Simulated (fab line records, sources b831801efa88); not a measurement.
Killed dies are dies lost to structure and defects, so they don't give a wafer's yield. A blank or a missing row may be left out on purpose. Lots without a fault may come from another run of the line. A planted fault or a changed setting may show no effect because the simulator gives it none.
Which tool did it? | flow sky130 | 13 lots, 39 wafers sampled, at 5 steps of a route of 708

WHAT THE GAUGES READ, wafer by wafer
SKY_VT_ADJUST_LVTN_OVL_MEAS_07. Usual: VT_ADJUST_LVTN_OVL 0.5 nm, standard deviation 1.1.
lot  | measured     | on         | VT_ADJUST_LVTN_OVL (nm) | flag
L113 | day 6 22:40  | overlay-01 | 2.3 2.8 0.7             |
L114 | day 7 05:16  | overlay-01 | 2.1 1.6 2.5             |
L117 | day 7 23:56  | overlay-02 | 0.1 1.4 0.7             |
L119 | day 8 09:17  | overlay-02 | -1.2 0.1 -0.2           |
L120 | day 8 17:37  | overlay-01 | 1.1 -0.1 1.2            |
L123 | day 9 11:11  | overlay-01 | 0.0 1.5 1.9             |
L124 | day 9 18:29  | overlay-01 | 0.0 0.6 0.3             |
L125 | day 10 06:49 | overlay-02 | 1.3 0.5 1.5             |
L126 | day 10 07:10 | overlay-02 | -1.0 -0.9 0.1           |
L128 | day 11 13:38 | overlay-01 | 0.6 0.2 0.6             |
L133 | day 12 16:00 | overlay-01 | 0.8 0.1 -0.6            |
L134 | day 13 00:08 | overlay-02 | 0.2 0.2 -0.3            |
L136 | day 13 05:26 | overlay-02 | 1.0 1.6 1.4             |

SKY_VT_ADJUST_LVTN_OVL_MEAS_18. Usual: VT_ADJUST_LVTN_01_OVL 0.2 nm, standard deviation 1.3.
lot  | measured     | on         | VT_ADJUST_LVTN_01_OVL (nm) | flag
L113 | day 7 18:25  | overlay-01 | 0.5 -1.3 0.8               |
L114 | day 8 02:07  | overlay-02 | -1.1 -1.8 -0.7             |
L117 | day 8 19:53  | overlay-02 | 0.1 -2.0 0.4               |
L119 | day 9 05:26  | overlay-01 | 0.1 0.6 0.6                |
L120 | day 9 14:11  | overlay-01 | 1.5 1.4 0.2                |
L123 | day 10 08:59 | overlay-01 | 1.7 2.4 0.2                |
L124 | day 10 17:22 | overlay-01 | 0.1 -0.7 -0.3              |
L125 | day 11 06:17 | overlay-02 | - - -                      | OFF
L126 | day 11 06:38 | overlay-01 | 1.6 0.7 1.7                |
L128 | day 12 14:07 | overlay-01 | 1.7 2.5 1.0                |
L133 | day 13 16:59 | overlay-01 | -0.2 -0.2 0.8              |
L134 | day 14 01:38 | overlay-02 | -0.4 0.3 -0.2              |
L136 | day 14 08:01 | overlay-01 | 2.5 2.3 0.2                |

SKY_VT_ADJUST_LVTN_TW_MEAS_21. Usual: VT_ADJUST_LVTN_2_TW 187.6, standard deviation 1.3.
lot  | measured     | on            | VT_ADJUST_LVTN_2_TW | flag
L113 | day 7 18:43  | film_metro-02 | 188.1 186.8 187.7   |
L114 | day 8 02:25  | film_metro-02 | 188.2 187.2 188.5   |
L117 | day 8 20:11  | film_metro-03 | 186.6 186.5 185.5   |
L119 | day 9 05:43  | film_metro-02 | 186.5 188.1 187.7   |
L120 | day 9 14:29  | film_metro-04 | 188.7 189.0 187.7   |
L123 | day 10 09:16 | film_metro-03 | 186.3 186.0 185.7   |
L124 | day 10 17:40 | film_metro-02 | 187.6 188.4 187.5   |
L125 | day 11 06:34 | film_metro-03 | 29.6 29.5 29.5      | OFF
L126 | day 11 06:56 | film_metro-02 | 187.7 186.7 187.6   |
L128 | day 12 14:25 | film_metro-02 | 186.6 187.1 187.0   |
L133 | day 13 17:17 | film_metro-04 | 187.4 188.0 187.9   |
L134 | day 14 01:55 | film_metro-04 | 189.9 189.8 188.8   |
L136 | day 14 08:19 | film_metro-02 | 187.3 188.6 187.4   |

WHICH TOOL RAN EACH LOT (tool, then ch and the chambers of the sampled wafers, then the start)
lot  | SKY_NWELL_STRIP_14                   | SKY_VT_ADJUST_LVTN_EXPOSE_15
L113 | plasma_asher-03 ch 0,1, day 4 16:26  | iline_stepper-02 ch 0, day 7 08:47
L114 | plasma_asher-01 ch 0,1, day 4 21:47  | iline_stepper-02 ch 0, day 7 16:00
L117 | plasma_asher-01 ch 0,1, day 5 14:22  | iline_stepper-02 ch 0, day 8 10:35
L119 | plasma_asher-03 ch 1, day 5 22:36    | iline_stepper-01 ch 0, day 8 19:37
L120 | plasma_asher-03 ch 0,1, day 6 05:46  | iline_stepper-01 ch 0, day 9 04:00
L123 | plasma_asher-04 ch 0,1, day 6 22:10  | iline_stepper-01 ch 0, day 9 22:15
L124 | plasma_asher-03 ch 0,1, day 7 04:18  | iline_stepper-02 ch 0, day 10 05:58
L125 | plasma_asher-01 ch 0,1, day 7 16:09  | iline_stepper-01 ch 0, day 10 18:43
L126 | plasma_asher-03 ch 0,1, day 7 16:22  | iline_stepper-01 ch 0, day 10 19:04
L128 | plasma_asher-01 ch 0,1, day 8 19:15  | iline_stepper-02 ch 0, day 12 02:07
L133 | plasma_asher-04 ch 0,1, day 9 15:28  | iline_stepper-02 ch 0, day 13 04:47
L134 | plasma_asher-01 ch 0,1, day 10 00:10 | iline_stepper-01 ch 0, day 13 12:40
L136 | plasma_asher-03 ch 0, day 10 05:00   | iline_stepper-01 ch 0, day 13 18:20
- SKY_NWELL_STRIP_14: strips in O2/N2.
- SKY_VT_ADJUST_LVTN_EXPOSE_15: exposes mask HVN STD DERIVED, target cd 600 nm.

WHAT THE TOOLS THEMSELVES READ (means of the sampled wafers that have a number; where no wafer has one, the mark that the record gives instead)
SKY_NWELL_STRIP_14. Usual: drypump_motor_current_A 5.7 A, standard deviation 0.55; oes_product_au 0.722 a.u., standard deviation 0.0045; strip_time_to_endpoint_s 36.91 s, standard deviation 0.11.
lot  | tool            | drypump_motor_current_A (A) | oes_product_au (a.u.) | strip_time_to_endpoint_s (s) | flag
L113 | plasma_asher-03 | 5.7                         | 0.721                 | 37.02                        |
L114 | plasma_asher-01 | 5.3                         | 0.721                 | 37.02                        |
L117 | plasma_asher-01 | 5.3                         | 0.720                 | 36.92                        |
L119 | plasma_asher-03 | 5.4                         | 0.720                 | 36.88                        |
L120 | plasma_asher-03 | 5.6                         | 0.720                 | 37.00                        |
L123 | plasma_asher-04 | 5.6                         | 0.722                 | 36.80                        |
L124 | plasma_asher-03 | 5.9                         | 0.724                 | 36.78                        |
L125 | plasma_asher-01 | 5.8                         | 0.722                 | 36.94                        |
L126 | plasma_asher-03 | 5.6                         | 0.722                 | 36.96                        |
L128 | plasma_asher-01 | 5.8                         | 0.723                 | 36.76                        |
L133 | plasma_asher-04 | 5.8                         | 0.720                 | 36.90                        |
L134 | plasma_asher-01 | 5.3                         | 0.722                 | 37.03                        |
L136 | plasma_asher-03 | 6.2                         | 0.725                 | 36.93                        |

SKY_VT_ADJUST_LVTN_EXPOSE_15. Usual: exposure_dose_mJ_cm2 163.01, standard deviation 0.18.
lot  | tool             | exposure_dose_mJ_cm2 | flag
L113 | iline_stepper-02 | 162.83               |
L114 | iline_stepper-02 | 162.99               |
L117 | iline_stepper-02 | 163.10               |
L119 | iline_stepper-01 | 162.96               |
L120 | iline_stepper-01 | 163.12               |
L123 | iline_stepper-01 | 163.01               |
L124 | iline_stepper-02 | 163.07               |
L125 | iline_stepper-01 | 162.75               |
L126 | iline_stepper-01 | 162.74               |
L128 | iline_stepper-02 | 163.35               |
L133 | iline_stepper-02 | 163.08               |
L134 | iline_stepper-01 | 163.16               |
L136 | iline_stepper-01 | 162.93               |

THE ANSWER, worked out from the rows above alone
Rule: a lot is off if the mean of its wafers that have a number lies more than 3 standard deviations from the usual mean. A lot without any number at a reading at which 4 lots or more have one is off too. The other lots that the step has rows for count as sound. The gauges are gone through in route order, then the tools' own readings, and for those a lot's mean is taken as printed above. The first step at which some lot is off is used, and at that step the reading that is off furthest; a lot without a number counts as furthest.
Off: L125, at SKY_VT_ADJUST_LVTN_OVL_MEAS_18 (VT_ADJUST_LVTN_01_OVL). Without a number there: L125.
A tool fits if, at a process step before that reading, it ran every lot that is off, and no sound lot after the first of them. The gauges at SKY_VT_ADJUST_LVTN_OVL_MEAS_18 aren't tried: what is off there is off at SKY_VT_ADJUST_LVTN_TW_MEAS_21 too, on other tools, and a gauge's error can't cause that. None of those tried fits.

WHAT THE SIMULATOR HAD PUT IN
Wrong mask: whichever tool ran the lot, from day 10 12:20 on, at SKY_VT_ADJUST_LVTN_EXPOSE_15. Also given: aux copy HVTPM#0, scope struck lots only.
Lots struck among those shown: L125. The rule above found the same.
